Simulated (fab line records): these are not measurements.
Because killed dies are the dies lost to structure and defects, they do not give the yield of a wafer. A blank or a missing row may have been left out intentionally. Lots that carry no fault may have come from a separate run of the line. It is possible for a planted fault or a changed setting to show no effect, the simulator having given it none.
fab line records | flow sky130
record: lots: 8 | wafers: 24 | last_day: 47
route steps=708 shown SONOS_ONO@182 POLY_GATE@213 RES_PROTECT@214 POLY_CUT@316 SD_P@331
lots with no fault: from the same line, run without faults
start_h: the number of hours between the record's first day and the start of the first shown wafer of the lot | wait_h: hours since the lot's step before | " same as the row above | L1.1+2: several wafers, shown together as one row | - no value, or no start was given | * or withheld: withheld | < > ~ a bound
route shown NAME@n: names a module that has steps shown in the file, with the first one's number in the route | usual: average and standard deviation across the fault-free wafers | same: alike in all rows | chamber/n: place in a boat | sites: per-site readings | _std_site: how widely they spread, as a standard deviation | _edge_site: the outer-site mean with the inner-site mean subtracted | radius_mm: for every site, how far away it sits from the centre of the wafer | mask NAME#n: copy n | behind: the most recent tool/chamber to have shaped the wafer | hold: why the lot went on hold/how many hours it stayed there/how the hold came to an end | device: names the non-switching transistor (n, p or np) | end of line: tests of these same wafers at the route's end | where a step has no rows: the recipe by itself | killed: not the wafer's yield, but the dies lost to structure and defects at the first sort | map: shows each die of a wafer: x if killed, . if not, _ if none is there
set.NAME: the setting that was run; set.NAME@STEP: the one run at that earlier step | model.NAME: the simulator's own value behind a step, which no gauge read
the route's steps for a sample of lots (tables are steps, rows are wafers)
services: a tool's chamber out of use, with start hour (start_h, from the record's first day; less than 0 if before it), hours out, and reason
== steps ==
step: SKY_SONOS_ONO_OVL_MEAS_14
usual: SONOS_ONO_OVL: 0.0/1.2
lot.wafer | tool       | chamber | start_h | wait_h | SONOS_ONO_OVL[nm]
L207.2    | overlay-01 | -       | 276.97  | 0.1    | 1.4
L207.3    | "          | -       | "       | "      | 1.1
L207.4    | "          | -       | "       | "      | 1.3
L208.2    | overlay-01 | -       | 280.97  | 0.1    | 1.2
L208.4    | "          | -       | "       | "      | 1.5
L208.5    | "          | -       | "       | "      | 1.6
L209.3    | overlay-02 | -       | 288.80  | 0.1    | 1.5
L209.4    | "          | -       | "       | "      | -0.2
L209.6    | "          | -       | "       | "      | 0.7
L210.2    | overlay-02 | -       | 297.01  | 0.1    | -0.9
L210.3    | "          | -       | "       | "      | -1.5
L210.4    | "          | -       | "       | "      | 0.3
L211.2    | overlay-02 | -       | 308.19  | 0.1    | 1.1
L211.4    | "          | -       | "       | "      | -0.3
L211.6    | "          | -       | "       | "      | -0.6
L212.3    | overlay-01 | -       | 315.95  | 0.1    | 0.1
L212.5    | "          | -       | "       | "      | -0.8
L212.6    | "          | -       | "       | "      | -0.1
L213.1    | overlay-01 | -       | 325.04  | 0.1    | -0.9
L213.2    | "          | -       | "       | "      | -0.6
L213.4    | "          | -       | "       | "      | -2.4
L214.2    | overlay-01 | -       | 325.22  | 0.1    | -0.9
L214.3    | "          | -       | "       | "      | -1.0
L214.5    | "          | -       | "       | "      | -1.6
step: SKY_POLY_GATE_IMPLANT_02
recipe: species: P | energy_kev: 30 | dose_cm2: 7.7e+15 | tilt_deg: 0
usual: implant_ion_amu: 31/0
lot.wafer | tool         | chamber | start_h | wait_h | implant_ion_amu
L207.2    | implanter-01 | 0       | 335.03  | 0.1    | 31
L207.3    | "            | 0       | "       | "      | 31
L207.4    | "            | 0       | "       | "      | 31
L208.2    | implanter-01 | 0       | 341.38  | 0.1    | 31
L208.4    | "            | 0       | "       | "      | 31
L208.5    | "            | 0       | "       | "      | 31
L209.3    | implanter-04 | 0       | 351.52  | 0.1    | 31
L209.4    | "            | 0       | "       | "      | 31
L209.6    | "            | 0       | "       | "      | 31
L210.2    | implanter-04 | 0       | 358.38  | 0.1    | 31
L210.3    | "            | 0       | "       | "      | 31
L210.4    | "            | 0       | "       | "      | 31
L211.2    | implanter-01 | 0       | 370.68  | 0.1    | 75
L211.4    | "            | 0       | "       | "      | 75
L211.6    | "            | 0       | "       | "      | 75
L212.3    | implanter-02 | 0       | 379.56  | 0.1    | 75
L212.5    | "            | 0       | "       | "      | 75
L212.6    | "            | 0       | "       | "      | 75
L213.1    | implanter-04 | 0       | 390.63  | 0.1    | 75
L213.2    | "            | 0       | "       | "      | 75
L213.4    | "            | 0       | "       | "      | 75
L214.2    | implanter-01 | 0       | 391.03  | 0.1    | 75
L214.3    | "            | 0       | "       | "      | 75
L214.5    | "            | 0       | "       | "      | 75
step: SKY_RES_PROTECT_STRIP_07
recipe: chemistry: O2/N2 | power_w: 1400 | pressure_mtorr: 1500 | platen_temp_c: withheld | o2_flow_sccm: 3000 | n2_flow_sccm: 300 | overash_fraction: 0.5
usual: drypump_motor_current_A: 5.7/0.33 | oes_product_au: 0.518/0.0046 | strip_time_to_endpoint_s: 23.31/0.036
lot.wafer | tool            | chamber | start_h | wait_h | drypump_motor_current_A | oes_product_au | rf_hours_counter_h | strip_time_to_endpoint_s
L207.2    | plasma_asher-03 | 1       | 335.16  | 0.1    | 5.1                     | 0.522          | 63                 | 23.27
L207.3    | "               | 0       | "       | "      | 5.6                     | 0.523          | -                  | 23.29
L207.4    | "               | 1       | "       | "      | 5.2                     | 0.516          | -                  | 23.24
L208.2    | plasma_asher-03 | 1       | 341.51  | 0.1    | 5.1                     | 0.523          | 64                 | 23.28
L208.4    | "               | 0       | "       | "      | 5.6                     | 0.513          | -                  | 23.32
L208.5    | "               | 1       | "       | "      | 5.1                     | 0.522          | -                  | 23.32
L209.3    | plasma_asher-04 | 0       | 351.65  | 0.1    | 6.2                     | 0.514          | -                  | 23.27
L209.4    | "               | 1       | "       | "      | 5.8                     | 0.516          | -                  | 23.31
L209.6    | "               | 0       | "       | "      | 6.2                     | 0.507          | -                  | 23.31
L210.2    | plasma_asher-04 | 1       | 358.51  | 0.1    | 5.8                     | 0.520          | 66                 | 23.24
L210.3    | "               | 0       | "       | "      | 6.2                     | 0.522          | -                  | 23.26
L210.4    | "               | 1       | "       | "      | 5.8                     | 0.511          | -                  | 23.29
L211.2    | plasma_asher-03 | 0       | 370.81  | 0.1    | 5.6                     | 0.558          | 67                 | 20.51
L211.4    | "               | 0       | "       | "      | 5.6                     | 0.563          | -                  | 20.45
L211.6    | "               | 0       | "       | "      | 5.6                     | 0.564          | -                  | 20.45
L212.3    | plasma_asher-02 | 1       | 379.69  | 0.1    | 5.5                     | 0.562          | -                  | 20.42
L212.5    | "               | 1       | "       | "      | 5.5                     | 0.558          | -                  | 20.42
L212.6    | "               | 0       | "       | "      | 5.7                     | 0.557          | -                  | 20.43
L213.1    | plasma_asher-02 | 0       | 390.78  | 0.1    | 5.7                     | 0.556          | 61                 | 20.48
L213.2    | "               | 1       | "       | "      | 5.5                     | 0.550          | 61                 | 20.44
L213.4    | "               | 0       | "       | "      | 5.7                     | 0.550          | -                  | 20.47
L214.2    | plasma_asher-04 | 0       | 391.16  | 0.1    | 6.2                     | 0.559          | 70                 | 20.46
L214.3    | "               | 0       | "       | "      | 6.2                     | 0.559          | -                  | 20.45
L214.5    | "               | 0       | "       | "      | 6.2                     | 0.557          | -                  | 20.41
step: SKY_RES_PROTECT_TW_MEAS_08
usual: POLY_GATE_TW: 4054/22
lot.wafer | tool          | chamber | start_h | wait_h | POLY_GATE_TW
L207.2    | film_metro-01 | -       | 335.27  | 0.1    | 4069
L207.3    | "             | -       | "       | "      | 4075
L207.4    | "             | -       | "       | "      | 4071
L208.2    | film_metro-01 | -       | 341.62  | 0.1    | 4050
L208.4    | "             | -       | "       | "      | 4031
L208.5    | "             | -       | "       | "      | 4041
L209.3    | film_metro-01 | -       | 351.74  | 0.1    | 4071
L209.4    | "             | -       | "       | "      | 4061
L209.6    | "             | -       | "       | "      | 4052
L210.2    | film_metro-03 | -       | 358.62  | 0.1    | 4038
L210.3    | "             | -       | "       | "      | 4038
L210.4    | "             | -       | "       | "      | 4072
L211.2    | film_metro-03 | -       | 370.92  | 0.1    | 3584
L211.4    | "             | -       | "       | "      | 3614
L211.6    | "             | -       | "       | "      | 3591
L212.3    | film_metro-03 | -       | 379.78  | 0.1    | 3586
L212.5    | "             | -       | "       | "      | 3593
L212.6    | "             | -       | "       | "      | 3574
L213.1    | film_metro-03 | -       | 390.88  | 0.1    | 3585
L213.2    | "             | -       | "       | "      | 3586
L213.4    | "             | -       | "       | "      | 3574
L214.2    | film_metro-04 | -       | 391.27  | 0.1    | 3572
L214.3    | "             | -       | "       | "      | 3601
L214.5    | "             | -       | "       | "      | 3567
step: SKY_POLY_CUT_OVL_MEAS_09
usual: POLY_CUT_OVL: 1/6.7
lot.wafer | tool       | chamber | start_h | wait_h | POLY_CUT_OVL[nm]
L207.2    | overlay-02 | -       | 552.79  | 0.1    | 12
L207.3    | "          | -       | "       | "      | 2
L207.4    | "          | -       | "       | "      | 8
L208.2    | overlay-02 | -       | 556.94  | 0.1    | 3
L208.4    | "          | -       | "       | "      | 8
L208.5    | "          | -       | "       | "      | 4
L209.3    | overlay-02 | -       | 569.10  | 0.1    | -2
L209.4    | "          | -       | "       | "      | 7
L209.6    | "          | -       | "       | "      | 12
L210.2    | overlay-01 | -       | 578.63  | 0.1    | 4
L210.3    | "          | -       | "       | "      | -1
L210.4    | "          | -       | "       | "      | -2
L211.2    | overlay-01 | -       | 591.99  | 0.1    | -5
L211.4    | "          | -       | "       | "      | -12
L211.6    | "          | -       | "       | "      | -14
L212.3    | overlay-01 | -       | 599.65  | 0.1    | 8
L212.5    | "          | -       | "       | "      | 4
L212.6    | "          | -       | "       | "      | 2
L214.2    | overlay-02 | -       | 611.14  | 0.1    | -1
L214.3    | "          | -       | "       | "      | -5
L214.5    | "          | -       | "       | "      | -7
L213.1    | overlay-02 | -       | 611.76  | 0.1    | -10
L213.2    | "          | -       | "       | "      | -11
L213.4    | "          | -       | "       | "      | 8
step: SKY_SD_P_TW_MEAS_11
usual: SD_P_TW: 2839/23
lot.wafer | tool          | chamber | start_h | wait_h | SD_P_TW
L207.2    | film_metro-03 | -       | 582.40  | 0.1    | 2871
L207.3    | "             | -       | "       | "      | 2876
L207.4    | "             | -       | "       | "      | 2864
L208.2    | film_metro-03 | -       | 587.52  | 0.1    | 2862
L208.4    | "             | -       | "       | "      | 2864
L208.5    | "             | -       | "       | "      | 2866
L209.3    | film_metro-02 | -       | 599.29  | 0.1    | 2779
L209.4    | "             | -       | "       | "      | 2784
L209.6    | "             | -       | "       | "      | 2790
L210.2    | film_metro-02 | -       | 608.25  | 0.1    | 2817
L210.3    | "             | -       | "       | "      | 2816
L210.4    | "             | -       | "       | "      | 2841
L211.2    | film_metro-02 | -       | 620.98  | 0.1    | 2831
L211.4    | "             | -       | "       | "      | 2829
L211.6    | "             | -       | "       | "      | 2834
L212.3    | film_metro-03 | -       | 628.18  | 0.1    | 2842
L212.5    | "             | -       | "       | "      | 2831
L212.6    | "             | -       | "       | "      | 2838
L214.2    | film_metro-04 | -       | 640.17  | 0.1    | 2868
L214.3    | "             | -       | "       | "      | 2862
L214.5    | "             | -       | "       | "      | 2862
L213.1    | film_metro-04 | -       | 641.04  | 0.1    | 2857
L213.2    | "             | -       | "       | "      | 2854
L213.4    | "             | -       | "       | "      | 2846
== services ==
tool         | chamber | start_h | hours | kind
implanter-02 | -       | 371.83  | 6.8   | pm
== key ==
first_sign: step: SKY_POLY_GATE_IMPLANT_02 | reading: implant_ion_amu | direction: up | sigmas: 99+ | usual: 31 | struck: 75
effect: step: SKY_RES_PROTECT_STRIP_07 | reading: strip_time_to_endpoint_s | direction: down | sigmas: 79 | usual: * | struck: *
effect: step: SKY_RES_PROTECT_TW_MEAS_08 | reading: POLY_GATE_TW | direction: down | sigmas: 21 | usual: 4054 | struck: 3586
met_at SKY_POLY_GATE_IMPLANT_02
struck_lots L211,L212,L213,L214
sort_left_out L214.2,L214.3,L214.5
tester_left_out L211,L212,L213,L214
not_acting_at SKY_SONOS_ONO_OVL_MEAS_14,SKY_POLY_CUT_OVL_MEAS_09,SKY_SD_P_TW_MEAS_11
onset_between 358.38 370.68
fault: kind: wrong_recipe_download | tool: implanter-01,implanter-02,implanter-04 | chamber: - | onset_h: 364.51 | steps: SKY_POLY_GATE_IMPLANT_02 | wrong_recipe.not_listed: 1
tester_left_out: of these lots the tester's yield and bins aren't shown, on N5 and GAA mostly nor the transistor test; their killed dies are dies lost to structure and defects alone, not to doping, threshold or leakage, so they don't give the yield
sort_left_out: the simulated sort isn't trusted on such a fault, so these wafers' sort isn't shown, and their yield isn't known
